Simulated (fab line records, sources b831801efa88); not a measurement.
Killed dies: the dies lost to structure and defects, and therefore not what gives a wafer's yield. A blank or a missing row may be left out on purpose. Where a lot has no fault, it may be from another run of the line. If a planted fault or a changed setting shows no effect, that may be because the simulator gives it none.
Which tool is to blame? :: flow gf180mcu :: Sampling: 12 lots, 36 wafers, 3 of 602 route steps

## WHAT THE GAUGES READ, wafer by wafer
GF_LVPWELL_OVL_MEAS_07. Usual: LVPWELL_OVL gives -1.7 nm (standard deviation 1.5).
lot: L297
measured: day 3 23:21
on: overlay-02
LVPWELL_OVL (nm): -1.3 -2.0 -3.3
flag: 

lot: L298
measured: day 4 04:25
on: overlay-02
LVPWELL_OVL (nm): -3.4 -3.0 -2.4
flag: 

lot: L300
measured: day 4 15:47
on: overlay-02
LVPWELL_OVL (nm): -2.8 -1.2 -0.3
flag: 

lot: L301
measured: day 4 21:04
on: overlay-02
LVPWELL_OVL (nm): 0.3 1.2 -0.7
flag: 

lot: L303
measured: day 5 07:22
on: overlay-02
LVPWELL_OVL (nm): -3.3 -1.3 -0.3
flag: 

lot: L305
measured: day 5 17:14
on: overlay-01
LVPWELL_OVL (nm): -4.7 -0.7 -1.6
flag: 

lot: L306
measured: day 5 23:45
on: overlay-01
LVPWELL_OVL (nm): -2.1 -1.7 -2.7
flag: 

lot: L308
measured: day 6 10:53
on: overlay-01
LVPWELL_OVL (nm): -3.9 -2.0 -2.6
flag: 

lot: L309
measured: day 6 15:11
on: overlay-02
LVPWELL_OVL (nm): 2.4 2.4 2.1
flag: 

lot: L312
measured: day 7 08:56
on: overlay-02
LVPWELL_OVL (nm): -0.6 -1.1 -1.3
flag: 

lot: L314
measured: day 7 18:51
on: overlay-02
LVPWELL_OVL (nm): -0.7 -2.0 -1.5
flag: 

lot: L320
measured: day 9 06:08
on: overlay-01
LVPWELL_OVL (nm): -2.7 -3.1 -3.7
flag: 

GF_POLY_GATE_CD_MEAS_10 targets a cd of 280 nm. Usual: cd_nm reads 280.0 nm (standard deviation 1.1).
lot: L297
measured: day 9 07:30
on: cd_sem-02
cd_nm (nm): 280.0 278.4 279.1
flag: 

lot: L298
measured: day 9 12:58
on: cd_sem-01
cd_nm (nm): 278.5 278.1 279.4
flag: 

lot: L300
measured: day 10 01:51
on: cd_sem-02
cd_nm (nm): 278.9 278.6 279.2
flag: 

lot: L301
measured: day 10 12:35
on: cd_sem-02
cd_nm (nm): 280.2 280.3 279.7
flag: 

lot: L303
measured: day 10 23:04
on: cd_sem-02
cd_nm (nm): 279.6 278.8 280.6
flag: 

lot: L305
measured: day 11 12:32
on: cd_sem-02
cd_nm (nm): 281.3 279.8 281.3
flag: 

lot: L306
measured: day 11 22:13
on: cd_sem-01
cd_nm (nm): 280.1 279.9 280.5
flag: 

lot: L308
measured: day 12 11:07
on: cd_sem-02
cd_nm (nm): 281.0 280.9 281.3
flag: 

lot: L309
measured: day 12 19:32
on: cd_sem-01
cd_nm (nm): 280.2 280.6 281.2
flag: 

lot: L312
measured: day 13 17:02
on: cd_sem-02
cd_nm (nm): 281.5 281.7 281.8
flag: 

lot: L314
measured: day 14 05:05
on: cd_sem-01
cd_nm (nm): 279.0 277.3 278.8
flag: 

lot: L320
measured: day 16 02:14
on: cd_sem-02
cd_nm (nm): 280.1 279.2 279.1
flag: 

## WHAT TOOL EACH LOT RAN ON (gives the tool, then ch and the chambers of the sampled wafers, and finally the start)
lot: L297
GF_STI_CMP_25: cmp-02 ch 1,2,3, day 2 04:59

lot: L298
GF_STI_CMP_25: cmp-02 ch 0,3, day 2 10:13

lot: L300
GF_STI_CMP_25: cmp-02 ch 2,3, day 2 21:14

lot: L301
GF_STI_CMP_25: cmp-02 ch 1,2,3, day 3 01:59

lot: L303
GF_STI_CMP_25: cmp-01 ch 1,2,3, day 3 10:49

lot: L305
GF_STI_CMP_25: cmp-02 ch 0,2,3, day 3 20:35

lot: L306
GF_STI_CMP_25: cmp-01 ch 2,3, day 4 03:31

lot: L308
GF_STI_CMP_25: cmp-01 ch 0,3, day 4 12:17

lot: L309
GF_STI_CMP_25: cmp-01 ch 0,1,2, day 4 16:43

lot: L312
GF_STI_CMP_25: cmp-01 ch 0,2,3, day 5 08:53

lot: L314
GF_STI_CMP_25: cmp-02 ch 1,2,3, day 5 19:11

lot: L320
GF_STI_CMP_25: cmp-01 ch 0,1,3, day 7 02:13
- GF_STI_CMP_25: polishes, stops on Si3N4, t overpolish 33 s, target thk 524.6 nm.

## AS READ BY THE TOOLS THEMSELVES (means over the sampled wafers that have a number; for cases with no such wafer, the mark the record gives instead)
GF_STI_CMP_25. Usual: motor_current_A 11.8 A, standard deviation 1.3; overpolish_run_s 33.000 s, standard deviation 0.0093; slurry_flow_ml_min 150.0, standard deviation 0.44; time_to_endpoint_s 124 s, standard deviation 4.3.
lot: L297
tool: cmp-02
motor_current_A (A): 11.0
overpolish_run_s (s): 33.007
slurry_flow_ml_min: 149.8
time_to_endpoint_s (s): 130
flag: 

lot: L298
tool: cmp-02
motor_current_A (A): 11.4
overpolish_run_s (s): 33.003
slurry_flow_ml_min: 150.1
time_to_endpoint_s (s): 126
flag: 

lot: L300
tool: cmp-02
motor_current_A (A): 12.6
overpolish_run_s (s): 32.991
slurry_flow_ml_min: 150.6
time_to_endpoint_s (s): 127
flag: 

lot: L301
tool: cmp-02
motor_current_A (A): 11.2
overpolish_run_s (s): 32.998
slurry_flow_ml_min: 149.6
time_to_endpoint_s (s): 127
flag: 

lot: L303
tool: cmp-01
motor_current_A (A): 12.2
overpolish_run_s (s): 33.007
slurry_flow_ml_min: 149.7
time_to_endpoint_s (s): 126
flag: 

lot: L305
tool: cmp-02
motor_current_A (A): 11.6
overpolish_run_s (s): 33.004
slurry_flow_ml_min: 149.6
time_to_endpoint_s (s): 127
flag: 

lot: L306
tool: cmp-01
motor_current_A (A): 11.4
overpolish_run_s (s): 32.997
slurry_flow_ml_min: 150.5
time_to_endpoint_s (s): 127
flag: 

lot: L308
tool: cmp-01
motor_current_A (A): 12.0
overpolish_run_s (s): 33.008
slurry_flow_ml_min: 150.4
time_to_endpoint_s (s): 120
flag: 

lot: L309
tool: cmp-01
motor_current_A (A): 12.2
overpolish_run_s (s): 33.000
slurry_flow_ml_min: 149.9
time_to_endpoint_s (s): 124
flag: 

lot: L312
tool: cmp-01
motor_current_A (A): 11.3
overpolish_run_s (s): 32.996
slurry_flow_ml_min: 149.9
time_to_endpoint_s (s): 121
flag: 

lot: L314
tool: cmp-02
motor_current_A (A): 11.5
overpolish_run_s (s): 33.010
slurry_flow_ml_min: 150.4
time_to_endpoint_s (s): 126
flag: 

lot: L320
tool: cmp-01
motor_current_A (A): 12.7
overpolish_run_s (s): 33.001
slurry_flow_ml_min: 149.9
time_to_endpoint_s (s): 120
flag: 

## THE ANSWER, worked out from the rows above alone
Rule: a lot is off if the mean of its wafers that have a number lies more than 3 standard deviations from the usual mean. A lot without any number at a reading at which 4 lots or more have one is off too. The other lots that the step has rows for count as sound. Order of review: gauges by route order, followed by the tools' own readings, for which a lot's mean as printed above is used. The first step at which some lot is off is used, and at that step the reading that is off furthest; a lot without a number counts as furthest.
No lot is off at any reading shown: from this, nothing can be told.

## WHAT THE SIMULATOR HAD PUT IN
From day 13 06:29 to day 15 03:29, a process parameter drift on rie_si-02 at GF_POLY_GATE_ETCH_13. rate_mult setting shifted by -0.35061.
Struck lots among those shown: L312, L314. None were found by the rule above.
